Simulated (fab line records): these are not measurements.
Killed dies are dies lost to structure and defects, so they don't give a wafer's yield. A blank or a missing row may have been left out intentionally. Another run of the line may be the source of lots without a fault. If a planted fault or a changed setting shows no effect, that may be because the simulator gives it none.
Struck lot and sound lot, side by side + flow sky130 + 14 out of 708 route steps
Sound: wafers L899.4, L899.5, L899.6. Wafers struck: L904.1, L904.2, L904.5. The cause comes at the end.
Order at every step that has rows: each side's tool, ch and its chambers, its first start. Under that, the readings that differ: sound wafers + struck wafers + difference of the means + sigmas: that difference in standard deviations of wafers without a fault.
alike: readings with means less than 2 such deviations apart, plus words and numbers identical on both sides. not compared: withheld readings, readings lacking a value on some wafer, bounds such as >300 that could conceal the same value, and numbers that have no deviation in the record and whose values overlap.
The two part at a step that has a row with sigmas, a row that says differs or no value, or rows on one side only. When numbers do not overlap yet have no deviation, they are printed without sigmas and do not part them. A reading that every wafer of one side lacks parts them only if that side has two wafers or more.

SKY_METAL3_SPUTTER_04: material TiN, target thk 70 nm, time 58.3 s.
  sound: pvd sputter-04 at day 39 14:07; struck: pvd sputter-01 at day 40 23:22
  alike: chamber pressure pa, throttle valve pct
SKY_CAPM_CVD_00: deposits SiO2, target thk 15.5 nm.
  sound on pecvd-01 ch 0,1,2, day 39 14:11; struck on pecvd-02 ch 0,2, day 40 23:25
  alike: heater power w
SKY_CAPM_THK_MEAS_01:
  sound: film metro-04 at day 39 14:13; struck: film metro-01 at day 40 23:26
  alike: CAPM_CVD_00_THK
SKY_CAPM_SPUTTER_02: material TiN, target thk 200 nm, time 166.7 s.
  sound: pvd sputter-03 at day 39 14:15; struck: pvd sputter-02 at day 40 23:30
  alike: chamber pressure pa, throttle valve pct
SKY_CAPM_RS_MEAS_03: uses a four-point probe to measure.
  sound: film metro-01 at day 39 14:25; struck: film metro-04 at day 40 23:37
  alike: CAPM_TIN_RS
SKY_CAPM_THK_MEAS_04: measures by xrf.
  sound: film metro-01 at day 39 14:31; struck: film metro-04 at day 40 23:44
  alike: CAPM_TIN_THK
then, 6 steps without rows for these wafers: SKY_CAPM_DEHYDRATE_05 (time 60 s); SKY_CAPM_HMDS_06 (prime time 60 s); SKY_CAPM_COAT_07 (resist thk 1140 nm); SKY_CAPM_SOFTBAKE_08 (time 60 s); SKY_CAPM_EXPOSE_09 (exposes mask CAPM, target cd 1000 nm); SKY_CAPM_PEB_10.
SKY_CAPM_DEVELOP_11: develop time 60 s.
  struck on litho track-02, day 42 00:02; sound on litho track-02 ch 0, day 40 15:07
  no value came back on the struck wafers for chill plate temp C (C), develop time s (s); on the sound wafers chill plate temp C (C) reads 22.94 23.24 22.84
SKY_CAPM_OVL_MEAS_12:
  sound: overlay-01 at day 40 15:13; struck: overlay-02 at day 42 00:11
| reading       | sound       | struck | difference                    | sigmas |
|---------------|-------------|--------|-------------------------------|--------|
| CAPM_OVL (nm) | 0.7 1.7 0.2 | - - -  | no value on the struck wafers |        |

WHERE THEY PART
First at SKY_CAPM_DEVELOP_11; last, within this record, at SKY_CAPM_OVL_MEAS_12.

WHY: the cause the simulator had injected
Skipped step whole: litho track-02, from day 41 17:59 on, at SKY_CAPM_DEVELOP_11. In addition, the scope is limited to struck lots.
